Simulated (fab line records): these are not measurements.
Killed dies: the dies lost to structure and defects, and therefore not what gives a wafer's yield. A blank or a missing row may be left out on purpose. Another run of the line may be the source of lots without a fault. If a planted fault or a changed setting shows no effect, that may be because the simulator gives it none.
Problem report in the 8D (eight disciplines) form, filled by code | flow gf180mcu | the parts of the form that need people (team, actions taken, sign-off) are left out

## 1. WHAT IS WRONG
NSD_RS at GF_PSD_RS_MEAS_14 reads a mean of 44.05 ohm/sq on 9 wafers of 3 lots; wafers without a fault read 46.54 ohm/sq with a standard deviation of 0.087. That is -29 standard deviations from the usual mean.
The step: measures by four-point-probe.
First observed at day 18 09:06: wafer L918.1, on film-metro-01. The record holds 39 wafers of 13 lots with a number at this step. Rule for "out", or "out of limits": more than 4 standard deviations from the usual mean. The rest of the wafers with a number are treated as sound.

## 2. WHAT IT IS AND WHAT IT IS NOT
question                    | is                                          | is not
which readings at this step | NSD_RS                                      | -
which lots                  | L918, L919, L921                            | L909, L911, L912, L913, L914, L917, L920, L927, L929, L930
which wafers of those lots  | all that have a number                      | -
read on which gauges        | film-metro-01, film-metro-03, film-metro-04 | -
when                        | from day 18 09:06                           | up to then (18 sound wafers); but 12 sound wafers of L920, L927, L929, L930 came after

## 3. SUSPECTS, AND WHAT RULES EACH OUT
Counting: any tool at a process step up to the reading is kept as a suspect provided that every lot that is out went through it and no sound lot did after the first of them.
- the gauge at GF_PSD_RS_MEAS_14 has been ruled out. 3 gauges (film-metro-01, film-metro-03, film-metro-04) read the wafers that are out.
- rtp-anneal-02 at GF_PSD_RTA_13 (time 20 s): ruled out as a lasting fault. Following L918 (day 18 09:01), the first lot on it that is out, the sound lots L929, L930 were run on it.
Left after counting: nothing in the record.

## 4. THE CAUSE (what the simulator had put in)
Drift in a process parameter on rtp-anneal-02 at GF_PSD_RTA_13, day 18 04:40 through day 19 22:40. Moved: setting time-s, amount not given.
Counting ruled it out, wrongly: the rule takes a fault to strike every lot that its tool runs from its start on, and this one did not.

## 5. SEQUENCE OF EFFECTS, ordered by route
Each row: a reading whose mean over the struck wafers that have a number lies more than 3 standard deviations from the usual. Only readings whose record carries a usual standard deviation are examined. hours: median over the lots of the time between each lot's start at the first step of this table that gives one and its start at this step. sigmas: the change, counted in usual standard deviations.
hours | step              | reading      | usual         | on struck wafers | change | sigmas
0     | GF_PSD_RTA_13     | run-length-s | 48.8 s        | 61.9             | +13.1  | +21
0     | GF_PSD_RS_MEAS_14 | NSD_RS       | 46.54 ohm/sq  | 44.05            | -2.49  | -29
0     | GF_PSD_RS_MEAS_15 | PSD_RS       | 108.61 ohm/sq | 103.34           | -5.27  | -19
The process steps in it:
- GF_PSD_RTA_13: time 20 s.

## 6. WHAT WOULD HAVE CAUGHT IT SOONER
The first out-of-limits reading at a measuring or inspecting step in this record came at day 18 09:06, 4 hours after the fault's start at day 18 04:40.
At GF_PSD_RTA_13, the tool's own readings (run-length-s) were out on each struck wafer the step has a row for, so an alarm limit on them would have fired on the first such wafer.
